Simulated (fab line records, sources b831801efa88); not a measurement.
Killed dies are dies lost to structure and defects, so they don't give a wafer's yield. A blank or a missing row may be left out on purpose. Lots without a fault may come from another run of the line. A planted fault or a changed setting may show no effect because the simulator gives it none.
Problem report in the 8D (eight disciplines) form, filled by code | flow sky130 | the parts of the form that need people (team, actions taken, sign-off) are left out

1. THE PROBLEM
SPACER_CVD_00_THK at SKY_SPACER_THK_MEAS_01 reads a mean of 31.7 nm on 6 wafers of 2 lots; wafers without a fault read 43.0 nm with a standard deviation of 0.47. That is -24 standard deviations from the usual mean.
First seen on wafer L456.2, day 26 04:03, on film_metro-01. The record holds 36 wafers of 12 lots with a number at this step. Rule for "out", or "out of limits": more than 4 standard deviations from the usual mean. The other wafers with a number count as sound.

2. WHAT IT IS AND WHAT IT IS NOT
question                    | is                           | is not
which readings at this step | SPACER_CVD_00_THK            | -
which lots                  | L455, L456                   | L449, L451, L464, L465, L466, L467, L468, L469, L471, L472
which wafers of those lots  | all that have a number       | -
read on which gauges        | film_metro-01, film_metro-04 | film_metro-02
when                        | from day 26 04:03            | up to then (6 sound wafers); but 24 sound wafers of L464, L465, L466, L467, L468, L469, L471, L472 came after

3. SUSPECTS, AND WHAT RULES EACH OUT
Counting: a tool at a process step up to the reading stays a suspect if it ran every lot that is out and no sound lot after the first of them.
- the gauge at SKY_SPACER_THK_MEAS_01: ruled out. The wafers that are out were read on 2 gauges (film_metro-01, film_metro-04).
- lpcvd-02 at SKY_SPACER_CVD_00 (deposits Si3N4 from DCS/NH3, target thk 43.1 nm, time 740 s): ruled out as a lasting fault. Sound lots L464, L465, L466, L467, L468, L469, L471, L472 ran on it after its first lot that is out, L456 (day 26 02:50).
Left after counting: nothing in the record.

4. THE CAUSE (what the simulator had put in)
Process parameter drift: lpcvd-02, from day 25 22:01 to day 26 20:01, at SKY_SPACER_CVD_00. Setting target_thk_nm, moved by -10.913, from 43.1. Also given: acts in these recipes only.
Counting ruled it out, wrongly: the rule takes a fault to strike every lot that its tool runs from its start on, and this one did not.

5. THE CHAIN OF EFFECTS, in route order
Each row: a reading whose mean over the struck wafers that have a number lies more than 3 standard deviations from the usual. Only readings for which the record gives a usual standard deviation are gone through. hours: the time from each lot's start at the first step in this table that gives one to its start at this step, as a median over the lots. sigmas: the change in usual standard deviations.
hours | step                   | reading           | usual      | on struck wafers | change | sigmas
0     | SKY_SPACER_THK_MEAS_01 | SPACER_CVD_00_THK | 43.0 nm    | 31.7             | -11.3  | -24
2     | SKY_SPACER_ETCHBACK_02 | oes_product_au    | 0.854 a.u. | 0.729            | -0.125 | -18
The process steps in it:
- SKY_SPACER_ETCHBACK_02: etches Si3N4 in CH3F/O2, stops on SiO2, time 46.7 s, target depth 45 nm.
Later measuring or inspecting steps at which every struck wafer that the step has a row for has a number for every such reading, and none has moved that far: SKY_POLY_CUT_OVL_MEAS_09.

6. WHAT WOULD HAVE CAUGHT IT SOONER
In this record the first reading out of limits at a measuring or inspecting step was taken at day 26 04:03, 6 hours after the fault began at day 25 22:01.
